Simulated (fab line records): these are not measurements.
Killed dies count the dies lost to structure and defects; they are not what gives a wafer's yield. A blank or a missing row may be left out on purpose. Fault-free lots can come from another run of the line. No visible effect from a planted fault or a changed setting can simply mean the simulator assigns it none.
Which tool was responsible? / flow gf180mcu / 12 lots, 36 wafers sampled, at 5 steps of a route of 602

## WHAT THE GAUGES READ, wafer by wafer
GF_V3_CD_MEAS_14: target cd 260 nm. Usual: 260.0 nm for cd_nm, sd 1.1.
lot=L963; measured=day 21 13:07; on=cd_sem-01; cd_nm (nm)=260.2 260.1 259.8; flag=
lot=L966; measured=day 23 04:25; on=cd_sem-01; cd_nm (nm)=259.7 258.6 257.8; flag=
lot=L965; measured=day 23 06:08; on=cd_sem-01; cd_nm (nm)=260.2 259.0 259.6; flag=
lot=L967; measured=day 23 14:25; on=cd_sem-01; cd_nm (nm)=259.2 258.8 260.4; flag=
lot=L969; measured=day 24 04:16; on=cd_sem-02; cd_nm (nm)=259.9 260.2 261.2; flag=
lot=L972; measured=day 25 02:04; on=cd_sem-01; cd_nm (nm)=259.8 260.0 261.0; flag=
lot=L973; measured=day 25 05:17; on=cd_sem-01; cd_nm (nm)=261.1 260.5 260.5; flag=
lot=L978; measured=day 27 04:49; on=cd_sem-02; cd_nm (nm)=262.3 263.6 262.9; flag=
lot=L979; measured=day 27 08:55; on=cd_sem-01; cd_nm (nm)=262.1 261.7 263.1; flag=
lot=L982; measured=day 28 06:51; on=cd_sem-02; cd_nm (nm)=261.3 262.0 260.0; flag=
lot=L984; measured=day 28 18:42; on=cd_sem-01; cd_nm (nm)=259.2 260.0 260.4; flag=
lot=L986; measured=day 29 10:44; on=cd_sem-02; cd_nm (nm)=259.5 260.1 259.2; flag=

GF_V3_RS_MEAS_24: measures by four-point-probe. Usual: for V3_W_RS the level is 0.328 ohm/sq and the standard deviation is 0.0036.
lot=L963; measured=day 21 14:10; on=film_metro-04; V3_W_RS (ohm/sq)=0.336 0.330 0.335; flag=
lot=L966; measured=day 23 05:29; on=film_metro-04; V3_W_RS (ohm/sq)=0.335 0.330 0.337; flag=
lot=L965; measured=day 23 07:17; on=film_metro-03; V3_W_RS (ohm/sq)=0.325 0.327 0.323; flag=
lot=L967; measured=day 23 15:28; on=film_metro-04; V3_W_RS (ohm/sq)=0.335 0.332 0.336; flag=
lot=L969; measured=day 24 05:26; on=film_metro-01; V3_W_RS (ohm/sq)=0.326 0.325 0.324; flag=
lot=L972; measured=day 25 03:06; on=film_metro-04; V3_W_RS (ohm/sq)=0.325 0.321 0.326; flag=
lot=L973; measured=day 25 06:19; on=film_metro-01; V3_W_RS (ohm/sq)=0.331 0.326 0.333; flag=
lot=L978; measured=day 27 05:53; on=film_metro-03; V3_W_RS (ohm/sq)=0.328 0.330 0.330; flag=
lot=L979; measured=day 27 09:57; on=film_metro-03; V3_W_RS (ohm/sq)=0.332 0.327 0.324; flag=
lot=L982; measured=day 28 07:55; on=film_metro-03; V3_W_RS (ohm/sq)=0.326 0.321 0.330; flag=
lot=L984; measured=day 28 19:44; on=film_metro-01; V3_W_RS (ohm/sq)=0.325 0.326 0.326; flag=
lot=L986; measured=day 29 11:48; on=film_metro-03; V3_W_RS (ohm/sq)=0.326 0.326 0.328; flag=

## TOOL THAT RAN EACH LOT (tool first, then ch and the chambers of the sampled wafers, then the start)
lot=L963; GF_V3_COAT_09=litho_track-04 ch 0, day 21 01:00; GF_V3_STRIP_18=plasma_asher-03 ch 0,1, day 21 13:24; GF_V3_SPUTTER_21=pvd_sputter-03, day 21 13:56
lot=L966; GF_V3_COAT_09=litho_track-01 ch 0, day 22 15:00; GF_V3_STRIP_18=plasma_asher-01 ch 0, day 23 04:41; GF_V3_SPUTTER_21=pvd_sputter-02, day 23 05:15
lot=L965; GF_V3_COAT_09=litho_track-01 ch 0, day 22 17:00; GF_V3_STRIP_18=plasma_asher-02 ch 0,1, day 23 06:24; GF_V3_SPUTTER_21=pvd_sputter-03, day 23 06:57
lot=L967; GF_V3_COAT_09=litho_track-04 ch 0, day 23 02:00; GF_V3_STRIP_18=plasma_asher-02 ch 0,1, day 23 14:40; GF_V3_SPUTTER_21=pvd_sputter-01, day 23 15:14
lot=L969; GF_V3_COAT_09=litho_track-02 ch 0, day 23 16:00; GF_V3_STRIP_18=plasma_asher-02 ch 0,1, day 24 04:31; GF_V3_SPUTTER_21=pvd_sputter-01, day 24 05:12
lot=L972; GF_V3_COAT_09=litho_track-01 ch 0, day 24 14:00; GF_V3_STRIP_18=plasma_asher-03 ch 0,1, day 25 02:21; GF_V3_SPUTTER_21=pvd_sputter-01, day 25 02:53
lot=L973; GF_V3_COAT_09=litho_track-02 ch 0, day 24 17:00; GF_V3_STRIP_18=plasma_asher-02 ch 0,1, day 25 05:33; GF_V3_SPUTTER_21=pvd_sputter-02, day 25 06:05
lot=L978; GF_V3_COAT_09=litho_track-01 ch 0, day 26 18:00; GF_V3_STRIP_18=plasma_asher-01 ch 0,1, day 27 05:06; GF_V3_SPUTTER_21=pvd_sputter-02, day 27 05:40
lot=L979; GF_V3_COAT_09=litho_track-01 ch 0, day 26 23:00; GF_V3_STRIP_18=plasma_asher-01 ch 0,1, day 27 09:10; GF_V3_SPUTTER_21=pvd_sputter-02, day 27 09:41
lot=L982; GF_V3_COAT_09=litho_track-04 ch 0, day 27 21:00; GF_V3_STRIP_18=plasma_asher-01 ch 0,1, day 28 07:08; GF_V3_SPUTTER_21=pvd_sputter-02, day 28 07:42
lot=L984; GF_V3_COAT_09=litho_track-04 ch 0, day 28 08:00; GF_V3_STRIP_18=plasma_asher-02 ch 0,1, day 28 18:59; GF_V3_SPUTTER_21=pvd_sputter-02, day 28 19:31
lot=L986; GF_V3_COAT_09=litho_track-04 ch 0, day 29 01:00; GF_V3_STRIP_18=plasma_asher-01 ch 1, day 29 11:00; GF_V3_SPUTTER_21=pvd_sputter-01, day 29 11:34
- GF_V3_COAT_09: resist thk 1000 nm.
- GF_V3_STRIP_18: strips in O2/N2.
- GF_V3_SPUTTER_21: material Ti, target thk 15 nm, time 80.02 s.

## AS READ BY THE TOOLS THEMSELVES (means over the sampled wafers that have a number; for cases with no such wafer, the mark the record gives instead)
GF_V3_COAT_09. Usual: chill_plate_temp_C 22.97 C, standard deviation 0.11; resist_line_temp_C 22.98 C, standard deviation 0.1.
lot=L963; tool=litho_track-04; chill_plate_temp_C (C)=23.02; resist_line_temp_C (C)=23.07; flag=
lot=L966; tool=litho_track-01; chill_plate_temp_C (C)=23.09; resist_line_temp_C (C)=22.94; flag=
lot=L965; tool=litho_track-01; chill_plate_temp_C (C)=22.90; resist_line_temp_C (C)=22.93; flag=
lot=L967; tool=litho_track-04; chill_plate_temp_C (C)=23.06; resist_line_temp_C (C)=23.05; flag=
lot=L969; tool=litho_track-02; chill_plate_temp_C (C)=22.93; resist_line_temp_C (C)=22.91; flag=
lot=L972; tool=litho_track-01; chill_plate_temp_C (C)=22.96; resist_line_temp_C (C)=23.01; flag=
lot=L973; tool=litho_track-02; chill_plate_temp_C (C)=22.86; resist_line_temp_C (C)=23.05; flag=
lot=L978; tool=litho_track-01; chill_plate_temp_C (C)=23.00; resist_line_temp_C (C)=22.95; flag=
lot=L979; tool=litho_track-01; chill_plate_temp_C (C)=22.99; resist_line_temp_C (C)=22.92; flag=
lot=L982; tool=litho_track-04; chill_plate_temp_C (C)=22.90; resist_line_temp_C (C)=23.04; flag=
lot=L984; tool=litho_track-04; chill_plate_temp_C (C)=22.86; resist_line_temp_C (C)=22.90; flag=
lot=L986; tool=litho_track-04; chill_plate_temp_C (C)=22.86; resist_line_temp_C (C)=22.86; flag=

GF_V3_STRIP_18. Usual: drypump_motor_current_A 5.8 A, standard deviation 0.31; heater_power_w 334 W, standard deviation 32; oes_product_au 0.592 a.u., standard deviation 0.0042.
lot=L963; tool=plasma_asher-03; drypump_motor_current_A (A)=6.0; heater_power_w (W)=305; oes_product_au (a.u.)=0.589; flag=
lot=L966; tool=plasma_asher-01; drypump_motor_current_A (A)=5.8; heater_power_w (W)=385; oes_product_au (a.u.)=0.597; flag=
lot=L965; tool=plasma_asher-02; drypump_motor_current_A (A)=5.7; heater_power_w (W)=335; oes_product_au (a.u.)=0.595; flag=
lot=L967; tool=plasma_asher-02; drypump_motor_current_A (A)=5.7; heater_power_w (W)=344; oes_product_au (a.u.)=0.593; flag=
lot=L969; tool=plasma_asher-02; drypump_motor_current_A (A)=6.0; heater_power_w (W)=340; oes_product_au (a.u.)=0.589; flag=
lot=L972; tool=plasma_asher-03; drypump_motor_current_A (A)=5.7; heater_power_w (W)=320; oes_product_au (a.u.)=0.594; flag=
lot=L973; tool=plasma_asher-02; drypump_motor_current_A (A)=6.0; heater_power_w (W)=340; oes_product_au (a.u.)=0.599; flag=
lot=L978; tool=plasma_asher-01; drypump_motor_current_A (A)=5.7; heater_power_w (W)=354; oes_product_au (a.u.)=0.572; flag=OFF
lot=L979; tool=plasma_asher-01; drypump_motor_current_A (A)=5.7; heater_power_w (W)=357; oes_product_au (a.u.)=0.573; flag=OFF
lot=L982; tool=plasma_asher-01; drypump_motor_current_A (A)=5.7; heater_power_w (W)=357; oes_product_au (a.u.)=0.593; flag=
lot=L984; tool=plasma_asher-02; drypump_motor_current_A (A)=6.0; heater_power_w (W)=342; oes_product_au (a.u.)=0.592; flag=
lot=L986; tool=plasma_asher-01; drypump_motor_current_A (A)=5.5; heater_power_w (W)=300; oes_product_au (a.u.)=0.588; flag=

GF_V3_SPUTTER_21. Usual: 30.2 % for throttle_valve_pct, sd 0.95.
lot=L963; tool=pvd_sputter-03; throttle_valve_pct (%)=30.7; flag=
lot=L966; tool=pvd_sputter-02; throttle_valve_pct (%)=30.1; flag=
lot=L965; tool=pvd_sputter-03; throttle_valve_pct (%)=31.2; flag=
lot=L967; tool=pvd_sputter-01; throttle_valve_pct (%)=30.8; flag=
lot=L969; tool=pvd_sputter-01; throttle_valve_pct (%)=31.0; flag=
lot=L972; tool=pvd_sputter-01; throttle_valve_pct (%)=30.6; flag=
lot=L973; tool=pvd_sputter-02; throttle_valve_pct (%)=29.7; flag=
lot=L978; tool=pvd_sputter-02; throttle_valve_pct (%)=29.6; flag=
lot=L979; tool=pvd_sputter-02; throttle_valve_pct (%)=29.8; flag=
lot=L982; tool=pvd_sputter-02; throttle_valve_pct (%)=29.5; flag=
lot=L984; tool=pvd_sputter-02; throttle_valve_pct (%)=29.8; flag=
lot=L986; tool=pvd_sputter-01; throttle_valve_pct (%)=30.1; flag=

## THE ANSWER, worked out from the rows above alone
Rule: a lot is off if the mean of its wafers that have a number lies more than 3 standard deviations from the usual mean. Also off: a lot with no number at a reading for which 4 or more lots have one. Where the step has rows for the other lots, those lots are counted as sound. The gauges are gone through in route order, then the tools' own readings, and for those a lot's mean is taken as printed above. The first step at which some lot is off is used, and at that step the reading that is off furthest; a lot without a number counts as furthest.
Off at GF_V3_STRIP_18 (oes_product_au): L978, L979.
A tool fits if, at that step or a process step before it, it ran every lot that is off, and no sound lot after the first of them. One candidate fits, namely litho_track-01 at GF_V3_COAT_09. Its last sound lot is L972 (day 24 14:00), its first lot that is off L978 (day 26 18:00): a fault that began between those two fits.

## WHAT WAS PUT IN BY THE SIMULATOR
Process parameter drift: litho_track-01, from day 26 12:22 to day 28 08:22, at GF_V3_COAT_09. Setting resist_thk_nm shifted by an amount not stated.
Struck lots among those shown: L978, L979. This agrees with what the rule above found.
